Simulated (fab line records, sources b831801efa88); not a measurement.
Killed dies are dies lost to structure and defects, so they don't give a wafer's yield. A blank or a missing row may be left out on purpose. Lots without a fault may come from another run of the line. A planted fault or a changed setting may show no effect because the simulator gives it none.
Chamber matching | flow gf180mcu | GF_V2_CVD_02 on pecvd-04: 3 sister chambers
The step deposits SiO2 from TEOS, target thk 850 nm, time 94.851 s. 14 wafers are shown with their chamber, then 7 later ones without.

WAFERS WITH THEIR CHAMBER
wafer  | chamber | heater_power_w (W)
L355.2 | 0       | 792
L355.3 | 2       | 617
L355.4 | 1       | 921
L357.1 | 1       | 878
L357.3 | 0       | 793
L357.5 | 2       | 489
L356.2 | 1       | 907
L356.4 | 2       | 623
L356.6 | 0       | 765
L358.2 | 1       | 808
L358.4 | 0       | 806
L358.5 | 1       | 884
L363.3 | 0       | 664
L363.4 | 0       | 727

SIGNATURES (means of the wafers above)
reading        | chamber 0 | chamber 1 | chamber 2 | scatter within a chamber
heater_power_w | 757.83    | 879.60    | 576.33    | 55.3
Rule: a wafer's distance from a chamber is the root of the sum, over the readings, of the square of ((its reading less the chamber's mean) divided by the reading's scatter). The wafer belongs to the nearest chamber; if the next one is less than 2 further off, it can't be placed. The scatter: the root of (the sum of the squares of (reading less its chamber's mean) over the shown wafers, divided by (wafers less chambers)).

WAFERS WITHOUT THEIR CHAMBER
wafer  | heater_power_w (W)
L363.5 | 600
L367.2 | 556
L367.3 | 898
L367.6 | 929
L375.1 | 739
L375.2 | 522
L375.6 | 867

WHICH CHAMBER EACH WENT THROUGH
wafer  | from the rows above     | in truth
L363.5 | 2                       | 2
L367.2 | 2                       | 2
L367.3 | 1                       | 1
L367.6 | 1                       | 1
L375.1 | 0                       | 0
L375.2 | 2                       | 2
L375.6 | can't be placed: 1 or 0 | 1
Placed correctly: 6 of 7. Can't be placed from these rows: 1 (the true chamber is among the candidates in 1). Placed wrongly: 0.
